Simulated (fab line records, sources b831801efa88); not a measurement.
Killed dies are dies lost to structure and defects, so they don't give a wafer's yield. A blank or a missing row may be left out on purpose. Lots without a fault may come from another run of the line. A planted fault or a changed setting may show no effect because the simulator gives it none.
One fault seen from 2 desks | flow sky130 | each desk has only its own numbers; what lay behind them comes last

THE METROLOGY DESK
What the gauges read, lot by lot, whatever tool the lot ran on: means of the sampled wafers that have a number. A lot is out of limits, marked OUT, if its mean lies more than 4 standard deviations from the usual mean; the brackets give that distance.
Columns: A = FIELD_ISO_OXIDATION_01_THK at SKY_FIELD_ISO_THK_MEAS_23, usual 10.05 nm; B = VT_ADJUST_NCORE_OVL at SKY_VT_ADJUST_NCORE_OVL_MEAS_08, usual 0.3 nm; C = PASSIVATION_CVD_02_THK at SKY_PASSIVATION_THK_MEAS_03, usual 539 nm
lot  | first seen here | A     | B    | C
L415 | day 2 20:23     | 10.06 | 0.0  | 538
L417 | day 3 03:04     | 10.17 | 1.0  | 536
L419 | day 3 14:24     | 10.04 | 0.6  | 540
L422 | day 4 05:26     | 10.15 | 0.9  | 554
L421 | day 4 05:28     | 9.98  | -1.4 | 561
L424 | day 4 14:01     | 10.01 | 1.5  | 546
L429 | day 5 17:37     | 10.23 | -0.5 | 543
L433 | day 6 10:58     | 9.79  | 0.5  | 533
L435 | day 7 01:32     | 10.31 | 1.2  | 543
L436 | day 7 01:34     | 10.22 | -0.0 | 544
L437 | day 7 08:09     | 10.14 | -0.8 | 534
This desk's finding: nothing out of limits on any of the 11 lots.

THE TOOL OWNER'S DESK: pecvd-02
The tool's own readings at SKY_PASSIVATION_CVD_02 (deposits Si3N4, target thk 540 nm): means of the sampled wafers that have a number, for each lot that ran on this tool. A lot is out of limits, marked OUT, if its mean lies more than 4 standard deviations from the usual mean; the brackets give that distance.
Columns: A = heater_power_w at SKY_PASSIVATION_CVD_02, usual 753 W
lot  | first seen here | A
L415 | day 45 04:25    | 682
L419 | day 45 13:44    | 793
L421 | day 46 00:43    | 711
L422 | day 46 10:37    | 784
L424 | day 46 20:34    | 770
This desk's finding: nothing out of limits on any of the 5 lots.

PUT TOGETHER
The metrology desk saw nothing out of limits.
The tool owner's desk saw nothing out of limits.

WHAT THE SIMULATOR HAD PUT IN
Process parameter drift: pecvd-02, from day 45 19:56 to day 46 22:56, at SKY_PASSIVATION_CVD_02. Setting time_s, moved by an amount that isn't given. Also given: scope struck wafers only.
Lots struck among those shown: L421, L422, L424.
